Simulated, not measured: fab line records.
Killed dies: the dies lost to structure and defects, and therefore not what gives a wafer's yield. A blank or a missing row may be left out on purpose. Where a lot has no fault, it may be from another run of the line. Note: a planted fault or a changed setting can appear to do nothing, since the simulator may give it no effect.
Chamber matching	flow gf180mcu	GF_V1_CMP_26 on cmp-01: 4 sister chambers
The step polishes, stops on SiO2, t overpolish 15 s, target thk 0 nm. 8 wafers are shown with their chamber, then 11 later ones without.

EACH WAFER AND ITS CHAMBER
wafer	chamber	motorCurrentA (A)	timeToEndpointS (s)
L162.6	2	9.9	95
L167.1	2	9.8	92
L171.1	0	11.3	84
L171.4	1	10.1	81
L175.1	3	9.6	87
L175.3	1	10.8	81
L175.6	0	11.2	84
L177.1	3	9.1	87

WAFERS MISSING THEIR CHAMBER
wafer	motorCurrentA (A)	timeToEndpointS (s)
L177.3	11.3	86
L177.4	10.1	80
L178.1	10.4	80
L178.4	10.7	82
L178.5	10.4	94
L179.4	10.2	96
L179.5	9.1	91
L179.6	11.0	87
L180.1	10.4	81
L180.4	10.7	91
L180.5	10.7	78

CHAMBER TAKEN BY EACH
wafer	from the rows above	in truth
L177.3	0	0
L177.4	1	1
L178.1	1	1
L178.4	can't be placed: 1 or 0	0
L178.5	2	2
L179.4	2	2
L179.5	can't be placed: 2 or 3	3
L179.6	0	0
L180.1	1	1
L180.4	2	2
L180.5	1	1
Correct placement for 9 of the 11. Can't be placed from these rows: 2 (the true chamber is among the candidates in 2). Placed wrongly: 0.
How it was worked out, from the rows above alone: a wafer's distance from a chamber is the root of the sum, over the readings, of the square of ((its reading less the chamber's mean) divided by the reading's scatter). If the next closest chamber is less than 2 further off than the closest, the wafer can't be placed; otherwise it belongs to the closest. The mean given for a chamber averages the wafers shown for that chamber. The scatter: take each reading less its chamber's mean, square it, sum over the shown wafers, divide by the number of wafers less the number of chambers, and take the root.
